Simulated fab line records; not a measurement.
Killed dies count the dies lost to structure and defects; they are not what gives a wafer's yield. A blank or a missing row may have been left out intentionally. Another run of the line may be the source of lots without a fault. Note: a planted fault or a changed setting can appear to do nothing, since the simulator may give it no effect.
fab line records || flow gf180mcu
record {"lots": 6, "wafers": 16, "lastDay": 34}
route steps=602 shown TOP_METAL@575 PASSIVATION@587
lots that met no fault: taken from a fault-free run of the same line
startH: start of the lot's first displayed wafer, in hours after the record's first day || waitH: hours since the lot's step before || " the same as in the row above || L1.1+2: several wafers, shown together as one row || - no value present, or no start provided || * or withheld: withheld || < > ~ a bound
route shown NAME@n: NAME is a module with steps in the file, n the number in the route of the first one || usual: average and standard deviation across the fault-free wafers || same: alike in all rows || chamber/n: place in a boat || sites: per-site readings || _std_site: the standard deviation of these || _edge_site: mean of outer sites minus mean of inner sites || radiusMm: how far each site lies from the wafer's centre || mask NAME#n: copy n || behind: the last tool/chamber to shape the wafer || hold: why the lot was held/for how many hours/how that ended || device: the transistor (n, p or np) that didn't switch || end of line: tests of these same wafers at the route's end || for a step that has no rows: nothing shown but its recipe || killed: dies lost to structure and defects at the first sort, not the wafer's yield || map: the dies of a wafer, with x for killed, . for not killed, _ for no die there
set.NAME: the setting the step ran with; set.NAME@STEP: the setting that earlier step ran with || model.NAME: the simulator's own value behind a step, which no gauge read
certain route steps with their lots: each step a table, each wafer a row
services: a tool's chamber out of use, with start hour (startH, from the record's first day; less than 0 if before it), hours out, and reason
## steps
# step GF_TOP_METAL_HMDS_08
# recipe {"primeTimeS": 60, "primeTempC": 120}
# step GF_TOP_METAL_COAT_09
# recipe {"resist": "NOVOLAK", "spinRpm": 3000, "resistThkNm": 1500}
# step GF_TOP_METAL_SOFTBAKE_10
# recipe {"tempC": 90, "timeS": 60, "resist": "NOVOLAK"}
# step GF_TOP_METAL_EXPOSE_11
# recipe {"maskId": "MetalTop", "targetCdNm": 440, "na": 0.6, "sourceShape": "conventional", "sigmaOuter": 0.6, "doseMj": 170}
# step GF_TOP_METAL_PEB_12
# recipe {"tempC": "withheld", "timeS": "*", "resist": "NOVOLAK"}
# step GF_TOP_METAL_DEVELOP_13
# recipe {"developTimeS": 60, "devTempC": 23}
# step GF_TOP_METAL_CD_MEAS_14
# recipe {"targetCdNm": 440}
# usual {"cdNm": "440.4/2.6"}
{"lot.wafer": "L385.2", "tool": "cdSem-02", "chamber": "-", "startH": 668.78, "waitH": 0.1, "cdNm": 439.3}
{"lot.wafer": "L385.3", "tool": "cdSem-02", "chamber": "-", "startH": 668.78, "waitH": 0.1, "cdNm": 438.8}
{"lot.wafer": "L385.4", "tool": "cdSem-02", "chamber": "-", "startH": 668.78, "waitH": 0.1, "cdNm": 440.9}
{"lot.wafer": "L388.2", "tool": "cdSem-02", "chamber": "-", "startH": 694.01, "waitH": 0.1, "cdNm": 437.2}
{"lot.wafer": "L388.4", "tool": "cdSem-02", "chamber": "-", "startH": 694.01, "waitH": 0.1, "cdNm": 435.3}
{"lot.wafer": "L388.5", "tool": "cdSem-02", "chamber": "-", "startH": 694.01, "waitH": 0.1, "cdNm": 436.9}
{"lot.wafer": "L390.2", "tool": "cdSem-01", "chamber": "-", "startH": 707.16, "waitH": 0.1, "cdNm": 437.3}
{"lot.wafer": "L390.5", "tool": "cdSem-01", "chamber": "-", "startH": 707.16, "waitH": 0.1, "cdNm": 434.2}
{"lot.wafer": "L390.6", "tool": "cdSem-01", "chamber": "-", "startH": 707.16, "waitH": 0.1, "cdNm": 437.8}
{"lot.wafer": "L394.2", "tool": "cdSem-02", "chamber": "-", "startH": 732.38, "waitH": 0.1, "cdNm": 440.3}
{"lot.wafer": "L394.3", "tool": "cdSem-02", "chamber": "-", "startH": 732.38, "waitH": 0.1, "cdNm": 437.6}
{"lot.wafer": "L394.6", "tool": "cdSem-02", "chamber": "-", "startH": 732.38, "waitH": 0.1, "cdNm": 439.3}
{"lot.wafer": "L401.1", "tool": "cdSem-02", "chamber": "-", "startH": 785.41, "waitH": 0.1, "cdNm": 442.9}
{"lot.wafer": "L401.4", "tool": "cdSem-02", "chamber": "-", "startH": 785.41, "waitH": 0.1, "cdNm": 444.9}
{"lot.wafer": "L403.1", "tool": "cdSem-01", "chamber": "-", "startH": 792.24, "waitH": 0.1, "cdNm": 437.9}
{"lot.wafer": "L403.3", "tool": "cdSem-01", "chamber": "-", "startH": 792.24, "waitH": 0.1, "cdNm": 437.0}
# step GF_TOP_METAL_OVL_MEAS_15
# usual {"TOP_METAL_OVL": "-0.1/1.5"}
{"lot.wafer": "L385.2", "tool": "overlay-02", "chamber": "-", "startH": 668.89, "waitH": 0.1, "TOP_METAL_OVL[nm]": -1.8}
{"lot.wafer": "L385.3", "tool": "overlay-02", "chamber": "-", "startH": 668.89, "waitH": 0.1, "TOP_METAL_OVL[nm]": 0.6}
{"lot.wafer": "L385.4", "tool": "overlay-02", "chamber": "-", "startH": 668.89, "waitH": 0.1, "TOP_METAL_OVL[nm]": -0.3}
{"lot.wafer": "L388.2", "tool": "overlay-01", "chamber": "-", "startH": 694.11, "waitH": 0.1, "TOP_METAL_OVL[nm]": 0.8}
{"lot.wafer": "L388.4", "tool": "overlay-01", "chamber": "-", "startH": 694.11, "waitH": 0.1, "TOP_METAL_OVL[nm]": 0.1}
{"lot.wafer": "L388.5", "tool": "overlay-01", "chamber": "-", "startH": 694.11, "waitH": 0.1, "TOP_METAL_OVL[nm]": 0.5}
{"lot.wafer": "L390.2", "tool": "overlay-01", "chamber": "-", "startH": 707.26, "waitH": 0.1, "TOP_METAL_OVL[nm]": -0.7}
{"lot.wafer": "L390.5", "tool": "overlay-01", "chamber": "-", "startH": 707.26, "waitH": 0.1, "TOP_METAL_OVL[nm]": -0.7}
{"lot.wafer": "L390.6", "tool": "overlay-01", "chamber": "-", "startH": 707.26, "waitH": 0.1, "TOP_METAL_OVL[nm]": 0.0}
{"lot.wafer": "L394.2", "tool": "overlay-02", "chamber": "-", "startH": 732.48, "waitH": 0.1, "TOP_METAL_OVL[nm]": -0.9}
{"lot.wafer": "L394.3", "tool": "overlay-02", "chamber": "-", "startH": 732.48, "waitH": 0.1, "TOP_METAL_OVL[nm]": -0.7}
{"lot.wafer": "L394.6", "tool": "overlay-02", "chamber": "-", "startH": 732.48, "waitH": 0.1, "TOP_METAL_OVL[nm]": -0.7}
{"lot.wafer": "L401.1", "tool": "overlay-01", "chamber": "-", "startH": 785.53, "waitH": 0.1, "TOP_METAL_OVL[nm]": 0.2}
{"lot.wafer": "L401.4", "tool": "overlay-01", "chamber": "-", "startH": 785.53, "waitH": 0.1, "TOP_METAL_OVL[nm]": 0.4}
{"lot.wafer": "L403.1", "tool": "overlay-02", "chamber": "-", "startH": 792.36, "waitH": 0.1, "TOP_METAL_OVL[nm]": 3.7}
{"lot.wafer": "L403.3", "tool": "overlay-02", "chamber": "-", "startH": 792.36, "waitH": 0.1, "TOP_METAL_OVL[nm]": 0.5}
# step GF_TOP_METAL_METAL_ETCH_16
# recipe {"chemistry": "Cl2/BCl3", "maskMaterial": "NOVOLAK", "targetDepthNm": 1197, "stopOn": "SiO2", "pressureMtorr": 8, "icpW": 800, "biasW": 140, "Cl2_flow_sccm": 80, "bcl3FlowSccm": 40, "timeS": 199.5}
# usual {"drypumpMotorCurrentA": "5.51/0.2", "oesProductAu": "0.990/0.0062", "throttleValvePct": "28.230/0.0098"}
{"lot.wafer": "L385.2", "tool": "rieMetal-04", "chamber": 0, "startH": 668.92, "waitH": 0.0, "drypumpMotorCurrentA": 5.46, "oesProductAu": 0.994, "rfHoursCounterH": 12, "throttleValvePct": 28.226}
{"lot.wafer": "L385.3", "tool": "rieMetal-04", "chamber": 0, "startH": 668.92, "waitH": 0.0, "drypumpMotorCurrentA": 5.46, "oesProductAu": 0.990, "rfHoursCounterH": "-", "throttleValvePct": 28.233}
{"lot.wafer": "L385.4", "tool": "rieMetal-04", "chamber": 1, "startH": 668.92, "waitH": 0.0, "drypumpMotorCurrentA": 5.21, "oesProductAu": 1.001, "rfHoursCounterH": "-", "throttleValvePct": 28.216}
{"lot.wafer": "L388.2", "tool": "rieMetal-02", "chamber": 0, "startH": 694.21, "waitH": 0.1, "drypumpMotorCurrentA": 5.86, "oesProductAu": 0.989, "rfHoursCounterH": "-", "throttleValvePct": 28.224}
{"lot.wafer": "L388.4", "tool": "rieMetal-02", "chamber": 0, "startH": 694.21, "waitH": 0.1, "drypumpMotorCurrentA": 5.88, "oesProductAu": 0.990, "rfHoursCounterH": "-", "throttleValvePct": 28.228}
{"lot.wafer": "L388.5", "tool": "rieMetal-02", "chamber": 0, "startH": 694.21, "waitH": 0.1, "drypumpMotorCurrentA": 5.86, "oesProductAu": 0.986, "rfHoursCounterH": "-", "throttleValvePct": 28.245}
{"lot.wafer": "L390.2", "tool": "rieMetal-03", "chamber": 1, "startH": 707.29, "waitH": 0.0, "drypumpMotorCurrentA": 5.67, "oesProductAu": 0.971, "rfHoursCounterH": 12, "throttleValvePct": 28.218}
{"lot.wafer": "L390.5", "tool": "rieMetal-03", "chamber": 0, "startH": 707.29, "waitH": 0.0, "drypumpMotorCurrentA": 5.44, "oesProductAu": 0.990, "rfHoursCounterH": "-", "throttleValvePct": 28.236}
{"lot.wafer": "L390.6", "tool": "rieMetal-03", "chamber": 1, "startH": 707.29, "waitH": 0.0, "drypumpMotorCurrentA": 5.65, "oesProductAu": 0.989, "rfHoursCounterH": "-", "throttleValvePct": 28.230}
{"lot.wafer": "L394.2", "tool": "rieMetal-03", "chamber": 1, "startH": 732.51, "waitH": 0.0, "drypumpMotorCurrentA": 5.66, "oesProductAu": 0.981, "rfHoursCounterH": 13, "throttleValvePct": 28.251}
{"lot.wafer": "L394.3", "tool": "rieMetal-03", "chamber": 0, "startH": 732.51, "waitH": 0.0, "drypumpMotorCurrentA": 5.46, "oesProductAu": 0.986, "rfHoursCounterH": "-", "throttleValvePct": 28.232}
{"lot.wafer": "L394.6", "tool": "rieMetal-03", "chamber": 1, "startH": 732.51, "waitH": 0.0, "drypumpMotorCurrentA": 5.67, "oesProductAu": 0.992, "rfHoursCounterH": "-", "throttleValvePct": 28.237}
{"lot.wafer": "L401.1", "tool": "rieMetal-04", "chamber": 0, "startH": 785.57, "waitH": 0.0, "drypumpMotorCurrentA": 5.46, "oesProductAu": 0.985, "rfHoursCounterH": 1, "throttleValvePct": 28.232}
{"lot.wafer": "L401.4", "tool": "rieMetal-04", "chamber": 1, "startH": 785.57, "waitH": 0.0, "drypumpMotorCurrentA": 5.22, "oesProductAu": 0.998, "rfHoursCounterH": "-", "throttleValvePct": 28.219}
{"lot.wafer": "L403.1", "tool": "rieMetal-03", "chamber": 1, "startH": 792.39, "waitH": 0.0, "drypumpMotorCurrentA": 5.65, "oesProductAu": 0.988, "rfHoursCounterH": 17, "throttleValvePct": 28.239}
{"lot.wafer": "L403.3", "tool": "rieMetal-03", "chamber": 1, "startH": 792.39, "waitH": 0.0, "drypumpMotorCurrentA": 5.67, "oesProductAu": 0.994, "rfHoursCounterH": "-", "throttleValvePct": 28.228}
# step GF_TOP_METAL_STRIP_17
# recipe {"chemistry": "O2/N2", "powerW": 1400, "pressureMtorr": 1500, "platenTempC": 250, "o2FlowSccm": 3000, "n2FlowSccm": 300, "overashFraction": 0.5}
# usual {"drypumpMotorCurrentA": "5.8/0.5", "heaterPowerW": "319/49", "oesProductAu": "0.711/0.0044", "stripTimeToEndpointS": "12.93/0.083"}
{"lot.wafer": "L385.2", "tool": "plasmaAsher-02", "chamber": 0, "startH": 669.11, "waitH": 0.1, "drypumpMotorCurrentA": 6.2, "heaterPowerW": 309, "oesProductAu": 0.718, "rfHoursCounterH": 57, "stripTimeToEndpointS": 12.85}
{"lot.wafer": "L385.3", "tool": "plasmaAsher-02", "chamber": 0, "startH": 669.11, "waitH": 0.1, "drypumpMotorCurrentA": 6.2, "heaterPowerW": 317, "oesProductAu": 0.704, "rfHoursCounterH": "-", "stripTimeToEndpointS": 12.86}
{"lot.wafer": "L385.4", "tool": "plasmaAsher-02", "chamber": 1, "startH": 669.11, "waitH": 0.1, "drypumpMotorCurrentA": 5.5, "heaterPowerW": 294, "oesProductAu": 0.710, "rfHoursCounterH": "-", "stripTimeToEndpointS": 12.81}
{"lot.wafer": "L388.2", "tool": "plasmaAsher-01", "chamber": 1, "startH": 694.53, "waitH": 0.3, "drypumpMotorCurrentA": 4.9, "heaterPowerW": 295, "oesProductAu": 0.713, "rfHoursCounterH": 27, "stripTimeToEndpointS": 12.99}
{"lot.wafer": "L388.4", "tool": "plasmaAsher-01", "chamber": 0, "startH": 694.53, "waitH": 0.3, "drypumpMotorCurrentA": 5.5, "heaterPowerW": 277, "oesProductAu": 0.709, "rfHoursCounterH": "-", "stripTimeToEndpointS": 12.93}
{"lot.wafer": "L388.5", "tool": "plasmaAsher-01", "chamber": 0, "startH": 694.53, "waitH": 0.3, "drypumpMotorCurrentA": 5.5, "heaterPowerW": 263, "oesProductAu": 0.710, "rfHoursCounterH": "-", "stripTimeToEndpointS": 12.90}
{"lot.wafer": "L390.2", "tool": "plasmaAsher-03", "chamber": 0, "startH": 707.48, "waitH": 0.1, "drypumpMotorCurrentA": 6.0, "heaterPowerW": 430, "oesProductAu": 0.718, "rfHoursCounterH": 114, "stripTimeToEndpointS": 12.97}
{"lot.wafer": "L390.5", "tool": "plasmaAsher-03", "chamber": 1, "startH": 707.48, "waitH": 0.1, "drypumpMotorCurrentA": 6.5, "heaterPowerW": 340, "oesProductAu": 0.719, "rfHoursCounterH": "-", "stripTimeToEndpointS": 12.84}
{"lot.wafer": "L390.6", "tool": "plasmaAsher-03", "chamber": 0, "startH": 707.48, "waitH": 0.1, "drypumpMotorCurrentA": 6.0, "heaterPowerW": 454, "oesProductAu": 0.706, "rfHoursCounterH": "-", "stripTimeToEndpointS": 12.91}
{"lot.wafer": "L394.2", "tool": "plasmaAsher-02", "chamber": 1, "startH": 732.71, "waitH": 0.1, "drypumpMotorCurrentA": 5.5, "heaterPowerW": 302, "oesProductAu": 0.710, "rfHoursCounterH": 65, "stripTimeToEndpointS": 12.95}
{"lot.wafer": "L394.3", "tool": "plasmaAsher-02", "chamber": 0, "startH": 732.71, "waitH": 0.1, "drypumpMotorCurrentA": 6.2, "heaterPowerW": 301, "oesProductAu": 0.712, "rfHoursCounterH": "-", "stripTimeToEndpointS": 12.83}
{"lot.wafer": "L394.6", "tool": "plasmaAsher-02", "chamber": 0, "startH": 732.71, "waitH": 0.1, "drypumpMotorCurrentA": 6.2, "heaterPowerW": 313, "oesProductAu": 0.702, "rfHoursCounterH": "-", "stripTimeToEndpointS": 13.01}
{"lot.wafer": "L401.1", "tool": "plasmaAsher-03", "chamber": 0, "startH": 785.76, "waitH": 0.1, "drypumpMotorCurrentA": 6.0, "heaterPowerW": 445, "oesProductAu": 0.708, "rfHoursCounterH": 5, "stripTimeToEndpointS": 12.98}
{"lot.wafer": "L401.4", "tool": "plasmaAsher-03", "chamber": 1, "startH": 785.76, "waitH": 0.1, "drypumpMotorCurrentA": 6.5, "heaterPowerW": 343, "oesProductAu": 0.702, "rfHoursCounterH": "-", "stripTimeToEndpointS": 12.91}
{"lot.wafer": "L403.1", "tool": "plasmaAsher-01", "chamber": 0, "startH": 792.58, "waitH": 0.1, "drypumpMotorCurrentA": 5.5, "heaterPowerW": 269, "oesProductAu": 0.704, "rfHoursCounterH": 37, "stripTimeToEndpointS": 12.95}
{"lot.wafer": "L403.3", "tool": "plasmaAsher-01", "chamber": 0, "startH": 792.58, "waitH": 0.1, "drypumpMotorCurrentA": 5.6, "heaterPowerW": 271, "oesProductAu": 0.708, "rfHoursCounterH": "-", "stripTimeToEndpointS": 12.89}
# step GF_TOP_METAL_STRIP_18
# recipe {"chemistry": "postEtchResidueRemover", "timeS": 1200, "tempC": 72.5}
# step GF_TOP_METAL_CLEAN_19
# recipe {"chemistry": "DIW", "dry": "n2Spin"}
# step GF_PASSIVATION_CVD_00
# recipe {"material": "SiO2", "targetThkNm": 1000, "precursor": "TEOS", "tempC": 400, "timeS": 111.95, "rfW": 600}
# usual {"heaterPowerW": "700/160", "runLengthS": "140.0/0.44"}
{"lot.wafer": "L385.2", "tool": "pecvd-02", "chamber": 1, "startH": 669.65, "waitH": 0.0, "heaterPowerW": 822, "runLengthS": 140.4, "model.SiO2_of_PASSIVATION_CVD_00.thkNm": 1005}
{"lot.wafer": "L385.3", "tool": "pecvd-02", "chamber": 0, "startH": 669.65, "waitH": 0.0, "heaterPowerW": 548, "runLengthS": 139.5, "model.SiO2_of_PASSIVATION_CVD_00.thkNm": 1004}
{"lot.wafer": "L385.4", "tool": "pecvd-02", "chamber": 2, "startH": 669.65, "waitH": 0.0, "heaterPowerW": 654, "runLengthS": 140.0, "model.SiO2_of_PASSIVATION_CVD_00.thkNm": 1020}
{"lot.wafer": "L388.2", "tool": "pecvd-03", "chamber": 2, "startH": 695.06, "waitH": 0.0, "heaterPowerW": 696, "runLengthS": 140.3, "model.SiO2_of_PASSIVATION_CVD_00.thkNm": 1007}
{"lot.wafer": "L388.4", "tool": "pecvd-03", "chamber": 0, "startH": 695.06, "waitH": 0.0, "heaterPowerW": 817, "runLengthS": 140.9, "model.SiO2_of_PASSIVATION_CVD_00.thkNm": 1022}
{"lot.wafer": "L388.5", "tool": "pecvd-03", "chamber": 2, "startH": 695.06, "waitH": 0.0, "heaterPowerW": 739, "runLengthS": 140.4, "model.SiO2_of_PASSIVATION_CVD_00.thkNm": 1022}
{"lot.wafer": "L390.2", "tool": "pecvd-02", "chamber": 2, "startH": 708.02, "waitH": 0.0, "heaterPowerW": 621, "runLengthS": 139.9, "model.SiO2_of_PASSIVATION_CVD_00.thkNm": 979.1}
{"lot.wafer": "L390.5", "tool": "pecvd-02", "chamber": 2, "startH": 708.02, "waitH": 0.0, "heaterPowerW": 685, "runLengthS": 140.1, "model.SiO2_of_PASSIVATION_CVD_00.thkNm": 990.4}
{"lot.wafer": "L390.6", "tool": "pecvd-02", "chamber": 1, "startH": 708.02, "waitH": 0.0, "heaterPowerW": 796, "runLengthS": 140.0, "model.SiO2_of_PASSIVATION_CVD_00.thkNm": 1000}
{"lot.wafer": "L394.2", "tool": "pecvd-01", "chamber": 1, "startH": 733.24, "waitH": 0.0, "heaterPowerW": 801, "runLengthS": 140.3, "model.SiO2_of_PASSIVATION_CVD_00.thkNm": 1004}
{"lot.wafer": "L394.3", "tool": "pecvd-01", "chamber": 2, "startH": 733.24, "waitH": 0.0, "heaterPowerW": 397, "runLengthS": 140.6, "model.SiO2_of_PASSIVATION_CVD_00.thkNm": 996.5}
{"lot.wafer": "L394.6", "tool": "pecvd-01", "chamber": 0, "startH": 733.24, "waitH": 0.0, "heaterPowerW": 496, "runLengthS": 139.5, "model.SiO2_of_PASSIVATION_CVD_00.thkNm": 1019}
{"lot.wafer": "L401.1", "tool": "pecvd-03", "chamber": 1, "startH": 786.29, "waitH": 0.0, "heaterPowerW": 835, "runLengthS": 170.2, "model.SiO2_of_PASSIVATION_CVD_00.thkNm": 1274}
{"lot.wafer": "L401.4", "tool": "pecvd-03", "chamber": 2, "startH": 786.29, "waitH": 0.0, "heaterPowerW": 612, "runLengthS": 171.7, "model.SiO2_of_PASSIVATION_CVD_00.thkNm": 1303}
{"lot.wafer": "L403.1", "tool": "pecvd-03", "chamber": 0, "startH": 793.46, "waitH": 0.0, "heaterPowerW": 847, "runLengthS": 171.5, "model.SiO2_of_PASSIVATION_CVD_00.thkNm": 1287}
{"lot.wafer": "L403.3", "tool": "pecvd-03", "chamber": 1, "startH": 793.46, "waitH": 0.0, "heaterPowerW": 950, "runLengthS": 139.1, "model.SiO2_of_PASSIVATION_CVD_00.thkNm": 1004}
# step GF_PASSIVATION_THK_MEAS_01
# recipe {"reads": "SiO2_of_PASSIVATION_CVD_00"}
# usual {"PASSIVATION_CVD_00_THK": "1005/13"}
{"lot.wafer": "L385.2", "tool": "filmMetro-02", "chamber": "-", "startH": 669.73, "waitH": 0.0, "PASSIVATION_CVD_00_THK[nm]": 1005}
{"lot.wafer": "L385.3", "tool": "filmMetro-02", "chamber": "-", "startH": 669.73, "waitH": 0.0, "PASSIVATION_CVD_00_THK[nm]": 1004}
{"lot.wafer": "L385.4", "tool": "filmMetro-02", "chamber": "-", "startH": 669.73, "waitH": 0.0, "PASSIVATION_CVD_00_THK[nm]": 1021}
{"lot.wafer": "L388.2", "tool": "filmMetro-04", "chamber": "-", "startH": 695.15, "waitH": 0.0, "PASSIVATION_CVD_00_THK[nm]": 1007}
{"lot.wafer": "L388.4", "tool": "filmMetro-04", "chamber": "-", "startH": 695.15, "waitH": 0.0, "PASSIVATION_CVD_00_THK[nm]": 1022}
{"lot.wafer": "L388.5", "tool": "filmMetro-04", "chamber": "-", "startH": 695.15, "waitH": 0.0, "PASSIVATION_CVD_00_THK[nm]": 1022}
{"lot.wafer": "L390.2", "tool": "filmMetro-04", "chamber": "-", "startH": 708.11, "waitH": 0.0, "PASSIVATION_CVD_00_THK[nm]": 979}
{"lot.wafer": "L390.5", "tool": "filmMetro-04", "chamber": "-", "startH": 708.11, "waitH": 0.0, "PASSIVATION_CVD_00_THK[nm]": 991}
{"lot.wafer": "L390.6", "tool": "filmMetro-04", "chamber": "-", "startH": 708.11, "waitH": 0.0, "PASSIVATION_CVD_00_THK[nm]": 1000}
{"lot.wafer": "L394.2", "tool": "filmMetro-04", "chamber": "-", "startH": 733.33, "waitH": 0.0, "PASSIVATION_CVD_00_THK[nm]": 1005}
{"lot.wafer": "L394.3", "tool": "filmMetro-04", "chamber": "-", "startH": 733.33, "waitH": 0.0, "PASSIVATION_CVD_00_THK[nm]": 998}
{"lot.wafer": "L394.6", "tool": "filmMetro-04", "chamber": "-", "startH": 733.33, "waitH": 0.0, "PASSIVATION_CVD_00_THK[nm]": 1018}
{"lot.wafer": "L401.1", "tool": "filmMetro-02", "chamber": "-", "startH": 786.37, "waitH": 0.0, "PASSIVATION_CVD_00_THK[nm]": 1274}
{"lot.wafer": "L401.4", "tool": "filmMetro-02", "chamber": "-", "startH": 786.37, "waitH": 0.0, "PASSIVATION_CVD_00_THK[nm]": 1304}
{"lot.wafer": "L403.1", "tool": "filmMetro-02", "chamber": "-", "startH": 793.54, "waitH": 0.0, "PASSIVATION_CVD_00_THK[nm]": 1286}
{"lot.wafer": "L403.3", "tool": "filmMetro-02", "chamber": "-", "startH": 793.54, "waitH": 0.0, "PASSIVATION_CVD_00_THK[nm]": 1004}
# step GF_PASSIVATION_CVD_02
# recipe {"material": "Si3N4", "targetThkNm": 700, "timeS": 486.18, "tempC": 400, "rfW": 450}
# usual {"heaterPowerW": "746/150", "runLengthS": "514.2/0.44"}
{"lot.wafer": "L385.2", "tool": "pecvd-03", "chamber": 1, "startH": 669.78, "waitH": 0.0, "heaterPowerW": 995, "runLengthS": 513.2}
{"lot.wafer": "L385.3", "tool": "pecvd-03", "chamber": 0, "startH": 669.78, "waitH": 0.0, "heaterPowerW": 844, "runLengthS": 514.7}
{"lot.wafer": "L385.4", "tool": "pecvd-03", "chamber": 1, "startH": 669.78, "waitH": 0.0, "heaterPowerW": 1021, "runLengthS": 513.5}
{"lot.wafer": "L388.2", "tool": "pecvd-02", "chamber": 1, "startH": 695.20, "waitH": 0.0, "heaterPowerW": 894, "runLengthS": 514.4}
{"lot.wafer": "L388.4", "tool": "pecvd-02", "chamber": 1, "startH": 695.20, "waitH": 0.0, "heaterPowerW": 704, "runLengthS": 514.1}
{"lot.wafer": "L388.5", "tool": "pecvd-02", "chamber": 0, "startH": 695.20, "waitH": 0.0, "heaterPowerW": 635, "runLengthS": 514.8}
{"lot.wafer": "L390.2", "tool": "pecvd-03", "chamber": 1, "startH": 708.16, "waitH": 0.0, "heaterPowerW": 969, "runLengthS": 513.8}
{"lot.wafer": "L390.5", "tool": "pecvd-03", "chamber": 0, "startH": 708.16, "waitH": 0.0, "heaterPowerW": 705, "runLengthS": 514.4}
{"lot.wafer": "L390.6", "tool": "pecvd-03", "chamber": 2, "startH": 708.16, "waitH": 0.0, "heaterPowerW": 819, "runLengthS": 515.0}
{"lot.wafer": "L394.2", "tool": "pecvd-03", "chamber": 1, "startH": 733.38, "waitH": 0.0, "heaterPowerW": 893, "runLengthS": 513.3}
{"lot.wafer": "L394.3", "tool": "pecvd-03", "chamber": 2, "startH": 733.38, "waitH": 0.0, "heaterPowerW": 814, "runLengthS": 514.1}
{"lot.wafer": "L394.6", "tool": "pecvd-03", "chamber": 2, "startH": 733.38, "waitH": 0.0, "heaterPowerW": 679, "runLengthS": 514.1}
{"lot.wafer": "L401.1", "tool": "pecvd-01", "chamber": 1, "startH": 786.43, "waitH": 0.1, "heaterPowerW": 916, "runLengthS": 514.2}
{"lot.wafer": "L401.4", "tool": "pecvd-01", "chamber": 1, "startH": 786.43, "waitH": 0.1, "heaterPowerW": 942, "runLengthS": 514.2}
{"lot.wafer": "L403.1", "tool": "pecvd-01", "chamber": 2, "startH": 793.60, "waitH": 0.1, "heaterPowerW": 451, "runLengthS": 514.6}
{"lot.wafer": "L403.3", "tool": "pecvd-01", "chamber": 0, "startH": 793.60, "waitH": 0.1, "heaterPowerW": 549, "runLengthS": 513.9}
## services
{"tool": "plasmaAsher-01", "chamber": "-", "startH": 650.32, "hours": 5.0, "kind": "repair"}
{"tool": "plasmaAsher-01", "chamber": "-", "startH": 651.49, "hours": 1.4, "kind": "repair"}
{"tool": "rieMetal-02", "chamber": 1, "startH": 667.17, "hours": 4.8, "kind": "repair"}
{"tool": "rieMetal-04", "chamber": "-", "startH": 678.99, "hours": 2.1, "kind": "repair"}
{"tool": "pecvd-03", "chamber": "-", "startH": 679.91, "hours": 1.2, "kind": "repair"}
{"tool": "pecvd-03", "chamber": 0, "startH": 696.68, "hours": 3.5, "kind": "repair"}
{"tool": "plasmaAsher-03", "chamber": "-", "startH": 733.75, "hours": 9.0, "kind": "pm"}
{"tool": "plasmaAsher-03", "chamber": 0, "startH": 733.75, "hours": 9.0, "kind": "ventCycle"}
{"tool": "plasmaAsher-03", "chamber": 1, "startH": 733.75, "hours": 9.0, "kind": "ventCycle"}
{"tool": "plasmaAsher-03", "chamber": "-", "startH": 734.16, "hours": 0.7, "kind": "repair"}
{"tool": "pecvd-02", "chamber": 2, "startH": 737.48, "hours": 9.2, "kind": "repair"}
{"tool": "plasmaAsher-03", "chamber": 0, "startH": 742.75, "hours": "-", "kind": "clean"}
{"tool": "plasmaAsher-03", "chamber": 1, "startH": 742.75, "hours": "-", "kind": "clean"}
{"tool": "plasmaAsher-01", "chamber": "-", "startH": 748.82, "hours": 4.3, "kind": "pm"}
{"tool": "rieMetal-04", "chamber": 0, "startH": 751.42, "hours": "-", "kind": "clean"}
{"tool": "rieMetal-04", "chamber": 0, "startH": 751.42, "hours": 18.0, "kind": "scheduledDown"}
{"tool": "rieMetal-04", "chamber": 0, "startH": 751.42, "hours": 18.0, "kind": "ventCycle"}
{"tool": "pecvd-01", "chamber": 1, "startH": 753.64, "hours": 15.8, "kind": "repair"}
{"tool": "rieMetal-03", "chamber": "-", "startH": 761.40, "hours": 1.2, "kind": "repair"}
{"tool": "pecvd-01", "chamber": "-", "startH": 764.80, "hours": 14.6, "kind": "pm"}
{"tool": "pecvd-03", "chamber": "-", "startH": 765.90, "hours": 2.8, "kind": "pm"}
{"tool": "plasmaAsher-02", "chamber": "-", "startH": 768.53, "hours": 2.8, "kind": "pm"}
{"tool": "rieMetal-04", "chamber": "-", "startH": 776.85, "hours": 4.3, "kind": "pm"}
{"tool": "pecvd-02", "chamber": "-", "startH": 786.29, "hours": 0.3, "kind": "repair"}
## key
firstSign {"step": "GF_PASSIVATION_CVD_00", "reading": "runLengthS", "direction": "up", "sigmas": 71, "usual": "*", "struck": "*"}
effect {"step": "GF_PASSIVATION_THK_MEAS_01", "reading": "PASSIVATION_CVD_00_THK", "direction": "up", "sigmas": 22, "usual": 1005, "struck": 1288}
modelEffect {"step": "GF_PASSIVATION_CVD_00", "value": "SiO2_of_PASSIVATION_CVD_00.thkNm", "without": 1011, "struck": 1288}
metAt GF_PASSIVATION_CVD_00
struckWafers L401.1,L401.4,L403.1
laterRowsLeftOut L401.4,L403.1
sortLeftOut L401.1,L401.4,L403.1
onsetBetween 695.06 786.29
fault {"kind": "processParameterDrift", "tool": "pecvd-03", "chamber": "-", "onsetH": 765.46, "steps": "GF_PASSIVATION_CVD_00", "channel": "timeS", "offset": "*", "shape": "step", "endH": 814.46, "scope": "struckWafersOnly", "actsIn": "*", "stated": "*"}
# sortLeftOut: the simulated sort isn't trusted on such a fault, so these wafers' sort isn't shown, and their yield isn't known
# laterRowsLeftOut: the simulator's readings of these wafers behind a module that went badly wrong aren't trusted and aren't shown, but for the sort
